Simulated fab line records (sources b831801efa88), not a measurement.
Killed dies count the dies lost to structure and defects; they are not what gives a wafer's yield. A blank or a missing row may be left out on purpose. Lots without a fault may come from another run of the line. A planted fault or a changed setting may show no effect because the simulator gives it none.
fab line records	flow sfq_line
[record] lots = 13	wafers = 39	last_day = 75
route steps=325 shown I0@55 M1@68 I2@105 M3@122
lots that met no fault: taken from a fault-free run of the same line
start_h: start of the lot's first displayed wafer, in hours after the record's first day	wait_h: hours elapsed since this lot's preceding step	" as in the row above	L1.1+2: a single row standing in for several wafers	- either no value or no given start	* or withheld: withheld	< > ~ a bound
route shown NAME@n: a module of which the file shows steps, and the number in the route of the first	usual: average and standard deviation across the fault-free wafers	same: alike in all rows	chamber/n: place in a boat	sites: the reading at each site	_std_site: standard deviation of those values	_edge_site: the outer-site mean with the inner-site mean subtracted	radius_mm: how far each site lies from the wafer's centre	mask NAME#n: copy n	behind: the most recent tool/chamber to have shaped the wafer	hold: why the lot was held/for how many hours/how that ended	device: which transistor (n, p or np) failed to switch	end of line: tests of these same wafers at the route's end	step lacking rows: just its recipe	killed: at the first sort, the dies lost to defects and structure; wafer yield is something else	map: the dies of a wafer, with x for killed, . for not killed, _ for no die there
set.NAME: the setting that was run; set.NAME@STEP: the one run at that earlier step	model.NAME: the simulator's own value behind a step, which no gauge read
steps of the route over a sample of lots; a table a step, a row a wafer
services: when a tool's chamber went out of use (start_h, in hours from the record's first day, below 0 if earlier), for how many hours, and the reason
[[steps]]
[step SFQ_TRILAYER_I0_VIA_ETCH_VIA_ETCH_034]
[recipe] target = SiO2	stop_on = Nb	mask_material = PR	taper_deg = 20	chemistry = CHF3	target_depth_nm = 260	source_w = 500	bias_w = 80	pressure_mtorr = 30	time_s = withheld
[usual] drypump_motor_current_A = 5.4/0.36	oes_product_au = 0.854/0.0053
lot.wafer	tool	chamber	start_h	wait_h	drypump_motor_current_A	oes_product_au
L735.3	rie_diel-01	1	227.21	0.0	5.1	0.865
L735.4	"	3	"	"	5.4	0.849
L735.5	"	0	"	"	5.1	0.863
L736.4	rie_diel-01	0	232.28	0.0	5.2	0.858
L736.5	"	1	"	"	5.1	0.849
L736.6	"	0	"	"	5.2	0.854
L738.1	rie_diel-02	1	247.16	0.0	5.2	0.858
L738.3	"	2	"	"	6.0	0.856
L738.6	"	0	"	"	5.7	0.857
L740.2	rie_diel-01	2	255.56	0.0	5.6	0.848
L740.4	"	3	"	"	5.4	0.849
L740.5	"	3	"	"	5.4	0.850
L741.2	rie_diel-01	2	265.16	0.0	5.6	0.846
L741.3	"	1	"	"	5.1	0.863
L741.5	"	0	"	"	5.2	0.853
L744.1	rie_diel-02	3	292.76	0.0	6.0	0.858
L744.3	"	0	"	"	5.7	0.851
L744.6	"	0	"	"	5.7	0.854
L745.1	rie_diel-02	3	301.16	0.0	6.0	0.851
L745.5	"	3	"	"	6.0	0.841
L745.6	"	2	"	"	6.0	0.853
L746.1	rie_diel-04	2	309.56	0.0	5.4	0.858
L746.4	"	3	"	"	4.9	0.855
L746.5	"	0	"	"	5.0	0.854
L747.1	rie_diel-01	3	310.85	0.0	5.4	0.854
L747.2	"	2	"	"	5.6	0.857
L747.3	"	1	"	"	5.2	0.847
L752.1	rie_diel-01	0	343.25	0.0	5.2	0.856
L752.3	"	1	"	"	5.2	0.847
L752.5	"	1	"	"	5.1	0.847
L754.2	rie_diel-02	3	357.65	0.0	6.0	0.846
L754.3	"	0	"	"	5.7	0.845
L754.4	"	2	"	"	6.0	0.848
L756.1	rie_diel-04	2	381.65	0.0	5.3	0.859
L756.3	"	0	"	"	5.0	0.856
L756.6	"	2	"	"	5.3	0.863
L758.1	rie_diel-02	2	405.73	0.0	6.0	0.855
L758.2	"	3	"	"	6.0	0.854
L758.3	"	1	"	"	5.2	0.851
[step SFQ_M1_OVL_MEAS_911]
[usual] M1_OVL = 2/5.1
lot.wafer	tool	chamber	start_h	wait_h	M1_OVL[nm]
L735.3	overlay-01	-	297.50	0.1	6
L735.4	"	-	"	"	14
L735.5	"	-	"	"	3
L736.4	overlay-01	-	299.90	0.1	1
L736.5	"	-	"	"	7
L736.6	"	-	"	"	-2
L738.1	overlay-02	-	315.57	0.1	-5
L738.3	"	-	"	"	-3
L738.6	"	-	"	"	1
L740.2	overlay-01	-	326.38	0.1	0
L740.4	"	-	"	"	5
L740.5	"	-	"	"	1
L741.2	overlay-01	-	337.18	0.1	0
L741.3	"	-	"	"	2
L741.5	"	-	"	"	0
L744.1	overlay-02	-	364.77	0.1	-1
L744.3	"	-	"	"	-3
L744.6	"	-	"	"	3
L745.1	overlay-01	-	379.17	0.1	14
L745.5	"	-	"	"	4
L745.6	"	-	"	"	2
L746.1	overlay-02	-	392.56	0.1	6
L746.4	"	-	"	"	15
L746.5	"	-	"	"	2
L747.1	overlay-01	-	395.96	0.1	11
L747.2	"	-	"	"	7
L747.3	"	-	"	"	15
L752.1	overlay-01	-	434.01	0.1	9
L752.3	"	-	"	"	3
L752.5	"	-	"	"	3
L754.2	overlay-02	-	449.61	0.1	-6
L754.3	"	-	"	"	4
L754.4	"	-	"	"	0
L756.1	overlay-01	-	474.81	0.1	-1
L756.3	"	-	"	"	4
L756.6	"	-	"	"	-8
L758.1	overlay-02	-	497.61	0.1	7
L758.2	"	-	"	"	1
L758.3	"	-	"	"	6
[step SFQ_I2_BOW_MEAS_917]
[recipe] mode = bow
[usual] I2_BOW = 1/7.9
lot.wafer	tool	chamber	start_h	wait_h	I2_BOW[um]
L735.3	film_metro-02	-	482.54	1.0	1
L735.4	"	-	"	"	-1
L735.5	"	-	"	"	10
L736.4	film_metro-03	-	491.56	1.1	-11
L736.5	"	-	"	"	-10
L736.6	"	-	"	"	-18
L738.1	film_metro-04	-	510.02	1.5	-4
L738.3	"	-	"	"	-11
L738.6	"	-	"	"	-9
L740.2	film_metro-04	-	526.50	2.5	21
L740.4	"	-	"	"	15
L740.5	"	-	"	"	8
L741.2	film_metro-02	-	540.33	1.6	-12
L741.3	"	-	"	"	-4
L741.5	"	-	"	"	-5
L744.1	film_metro-03	-	574.48	2.5	-6
L744.3	"	-	"	"	-8
L744.6	"	-	"	"	-11
L745.1	film_metro-04	-	599.48	1.5	-3
L745.5	"	-	"	"	2
L745.6	"	-	"	"	13
L746.1	film_metro-04	-	611.48	1.5	15
L746.4	"	-	"	"	7
L746.5	"	-	"	"	-1
L747.1	film_metro-03	-	615.54	1.5	5
L747.2	"	-	"	"	-4
L747.3	"	-	"	"	-7
L752.1	film_metro-02	-	669.32	1.0	2
L752.3	"	-	"	"	2
L752.5	"	-	"	"	0
L754.2	film_metro-03	-	687.34	2.0	-11
L754.3	"	-	"	"	-7
L754.4	"	-	"	"	5
L756.1	film_metro-02	-	713.94	1.0	-7
L756.3	"	-	"	"	-6
L756.6	"	-	"	"	-5
L758.1	film_metro-04	-	744.19	1.5	6
L758.2	"	-	"	"	11
L758.3	"	-	"	"	3
[step SFQ_TRILAYER_M3_LITHO_COAT_080]
[recipe] resist = BARC	spin_rpm = 3000	resist_thk_nm = 62
[usual] spin_speed_rpm = 3000.4/2
lot.wafer	tool	chamber	start_h	wait_h	spin_speed_rpm
L735.3	litho_track-02	0	591.15	0.1	2997.7
L735.4	"	0	"	"	2998.8
L735.5	"	0	"	"	3003.5
L736.4	litho_track-03	0	603.20	0.2	3000.4
L736.5	"	0	"	"	3000.9
L736.6	"	0	"	"	3000.6
L738.1	litho_track-02	0	621.05	0.1	3000.4
L738.3	"	0	"	"	2999.8
L738.6	"	0	"	"	2995.6
L740.2	litho_track-04	0	634.39	0.1	2999.9
L740.4	"	0	"	"	3001.8
L740.5	"	0	"	"	2999.3
L741.2	litho_track-02	0	648.78	0.1	2997.4
L741.3	"	0	"	"	2998.4
L741.5	"	0	"	"	3001.5
L744.1	litho_track-04	0	681.17	0.1	3002.1
L744.3	"	0	"	"	3000.8
L744.6	"	0	"	"	3002.0
L745.1	litho_track-04	0	710.60	0.1	2999.7
L745.5	"	0	"	"	2998.7
L745.6	"	0	"	"	3001.4
L746.1	litho_track-03	0	720.20	0.1	2999.8
L746.4	"	0	"	"	2996.3
L746.5	"	0	"	"	3002.1
L747.1	litho_track-04	0	725.02	0.1	3003.7
L747.2	"	0	"	"	3002.6
L747.3	"	0	"	"	2996.6
L752.1	litho_track-02	0	782.05	0.1	3002.5
L752.3	"	0	"	"	2999.9
L752.5	"	0	"	"	3001.8
L754.2	litho_track-04	0	800.10	0.1	3000.9
L754.3	"	0	"	"	2999.8
L754.4	"	0	"	"	2998.4
L756.1	litho_track-02	0	824.05	0.1	2999.4
L756.3	"	0	"	"	3000.0
L756.6	"	0	"	"	3000.2
L758.1	litho_track-03	0	848.05	0.1	3001.3
L758.2	"	0	"	"	3001.7
L758.3	"	0	"	"	3000.1
[step SFQ_TRILAYER_M3_BARC_OPEN_METAL_ETCH_100]
[recipe] mask_material = PR	chemistry = O2	target_depth_nm = 125	target = BARC	icp_w = 600	bias_w = 80	pressure_mtorr = 10	time_s = 41.7
[usual] drypump_motor_current_A = 5.9/0.33	he_backside_leak_sccm = 3.51/0.29	oes_product_au = 0.685/0.0051
lot.wafer	tool	chamber	start_h	wait_h	drypump_motor_current_A	he_backside_leak_sccm	oes_product_au	rf_hours_counter_h
L735.3	rie_metal-04	0	652.87	0.0	6.4	3.65	0.690	-
L735.4	"	1	"	"	5.4	3.52	0.685	-
L735.5	"	1	"	"	5.4	3.31	0.689	-
L736.4	rie_metal-02	1	666.07	0.0	6.2	3.62	0.677	-
L736.5	"	0	"	"	5.6	3.37	0.684	-
L736.6	"	1	"	"	6.2	3.53	0.687	-
L738.1	rie_metal-04	0	686.25	0.0	6.4	3.81	0.684	61
L738.3	"	0	"	"	6.4	3.89	0.678	-
L738.6	"	0	"	"	6.4	3.58	0.697	-
L740.2	rie_metal-03	0	699.45	0.0	5.9	3.35	0.689	174
L740.4	"	1	"	"	5.9	3.17	0.692	-
L740.5	"	0	"	"	5.9	3.50	0.687	-
L741.2	rie_metal-04	0	707.40	0.0	6.4	3.61	0.686	65
L741.3	"	0	"	"	6.4	3.49	0.677	-
L741.5	"	0	"	"	6.4	3.46	0.683	-
L744.1	rie_metal-04	1	737.36	0.0	5.4	3.51	0.689	32
L744.3	"	1	"	"	5.5	3.62	0.688	-
L744.6	"	0	"	"	6.4	3.59	0.690	-
L745.1	rie_metal-03	1	768.57	0.0	5.9	3.15	0.684	40
L745.5	"	0	"	"	5.8	3.20	0.689	-
L745.6	"	1	"	"	5.9	3.43	0.686	-
L746.1	rie_metal-02	0	780.57	0.0	5.6	3.69	0.691	107
L746.4	"	0	"	"	5.6	3.64	0.692	-
L746.5	"	1	"	"	6.2	3.94	0.690	-
L747.1	rie_metal-03	1	785.37	0.0	5.9	3.28	0.682	44
L747.2	"	0	"	"	5.9	3.07	0.685	4
L747.3	"	1	"	"	5.9	3.37	0.683	-
L752.1	rie_metal-02	0	837.07	0.0	5.6	3.42	0.689	118
L752.3	"	1	"	"	6.2	3.40	0.685	-
L752.5	"	1	"	"	6.2	3.83	0.677	-
L754.2	rie_metal-03	0	854.87	0.0	5.9	3.28	0.666	17
L754.3	"	0	"	"	5.8	3.13	0.676	-
L754.4	"	1	"	"	5.9	3.33	0.660	-
L756.1	rie_metal-02	1	877.35	0.0	6.2	3.20	0.688	99
L756.3	"	1	"	"	6.2	3.31	0.690	-
L756.6	"	0	"	"	5.6	3.50	0.679	-
L758.1	rie_metal-03	0	907.90	0.0	5.9	3.16	0.692	26
L758.2	"	1	"	"	6.0	3.28	0.683	66
L758.3	"	1	"	"	5.9	3.29	0.683	-
[[services]]
tool	chamber	start_h	hours	kind
rie_metal-03	-	211.18	1.1	repair
rie_metal-03	1	216.37	18.4	repair
rie_diel-01	-	337.45	5.0	repair
rie_metal-03	1	354.09	18.4	repair
rie_diel-02	0	401.76	9.9	repair
rie_diel-02	-	402.73	2.8	pm
rie_diel-01	0	416.86	7.0	repair
rie_diel-02	3	480.55	3.5	repair
rie_metal-03	-	483.34	2.8	pm
rie_metal-03	1	506.63	8.8	repair
rie_diel-02	2	549.13	39.6	repair
rie_diel-01	1	594.23	10.3	repair
rie_diel-01	-	604.91	2.8	pm
rie_diel-02	1	663.58	6.0	repair
rie_diel-02	3	695.10	1.7	repair
rie_diel-02	2	698.29	11.8	repair
rie_diel-01	3	715.52	3.6	repair
rie_diel-01	0	731.27	2.7	repair
rie_metal-03	1	735.50	4.4	repair
rie_diel-02	3	762.68	6.5	repair
rie_diel-01	-	775.72	0.4	repair
rie_diel-01	3	781.64	6.8	repair
rie_diel-01	-	817.35	4.3	pm
rie_diel-01	3	837.76	5.8	repair
[[key]]
[first_sign] step = SFQ_TRILAYER_M3_BARC_OPEN_METAL_ETCH_100	reading = oes_product_au	direction = down	sigmas = 3.6	usual = 0.685	struck = 0.667
effect none on later readings
met_at SFQ_TRILAYER_M3_LITHO_COAT_080
struck_lots L754
not_acting_at SFQ_TRILAYER_I0_VIA_ETCH_VIA_ETCH_034,SFQ_M1_OVL_MEAS_911,SFQ_I2_BOW_MEAS_917
onset_between 725.02 800.10
[fault] kind = process_parameter_drift	tool = litho_track-04	chamber = -	onset_h = 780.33	steps = SFQ_TRILAYER_M3_LITHO_COAT_080	channel = resist_thk_nm	offset = -2.0533	shape = step	end_h = 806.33	acts_in = these_recipes_only	stated = 62
